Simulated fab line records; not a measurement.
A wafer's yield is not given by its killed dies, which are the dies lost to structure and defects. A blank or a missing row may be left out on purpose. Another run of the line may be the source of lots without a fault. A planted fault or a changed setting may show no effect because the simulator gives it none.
The tool behind it: which one? || flow sky130 || 6 lots with 18 wafers sampled at 2 steps, on a route of 708 steps

## WHAT EACH GAUGE READ, for each wafer
SKY_VIA3_THK_MEAS_01.
{"lot": "L134", "measured": "day 39 20:36", "on": "film-metro-01", "VIA3_HDPCVD_THK (nm)": "1597 1610 1626"}
{"lot": "L135", "measured": "day 40 16:37", "on": "film-metro-02", "VIA3_HDPCVD_THK (nm)": "1646 1635 1633"}
{"lot": "L138", "measured": "day 41 00:23", "on": "film-metro-01", "VIA3_HDPCVD_THK (nm)": "1641 1659 1632"}
{"lot": "L142", "measured": "day 42 07:38", "on": "film-metro-04", "VIA3_HDPCVD_THK (nm)": "1614 1631 1624"}
{"lot": "L149", "measured": "day 43 22:55", "on": "film-metro-02", "VIA3_HDPCVD_THK (nm)": "1640 1610 1632"}
{"lot": "L153", "measured": "day 44 19:15", "on": "film-metro-04", "VIA3_HDPCVD_THK (nm)": "1621 1628 1620"}

## WHICH TOOL RAN EACH LOT (tool, then ch and the chambers of the sampled wafers, then the start)
{"lot": "L134", "SKY_VIA2_CVD_21": "cvd-w-01 ch 0,1, day 37 16:42"}
{"lot": "L135", "SKY_VIA2_CVD_21": "cvd-w-02 ch 0,1, day 38 13:03"}
{"lot": "L138", "SKY_VIA2_CVD_21": "cvd-w-01 ch 0,1, day 38 20:44"}
{"lot": "L142", "SKY_VIA2_CVD_21": "cvd-w-01 ch 1, day 40 03:16"}
{"lot": "L149", "SKY_VIA2_CVD_21": "cvd-w-01 ch 0,1, day 41 23:02"}
{"lot": "L153", "SKY_VIA2_CVD_21": "cvd-w-02 ch 0,1, day 42 20:46"}
- SKY_VIA2_CVD_21: deposits W, target thk 420 nm, time 126.4 s.

## THE ANSWER, worked out from the rows above alone
Rule: the usual values come from the lots themselves. The widest of any qualifying gaps counts: lots, ordered by their means at a reading, are off when they make up no more than a third of the lots, leave a main group of 4 or more, and stand apart from it by 3 or more times the standard deviation of that group's means. A main group whose means are all the same, to the digits that the tables above print for the reading, isn't used. Also off: a lot with no number at a reading for which 4 or more lots have one. Any other lot the step has rows for is counted as sound.
Nothing can be told from this: no lot is off at any reading shown.

## WHAT WAS PUT IN BY THE SIMULATOR
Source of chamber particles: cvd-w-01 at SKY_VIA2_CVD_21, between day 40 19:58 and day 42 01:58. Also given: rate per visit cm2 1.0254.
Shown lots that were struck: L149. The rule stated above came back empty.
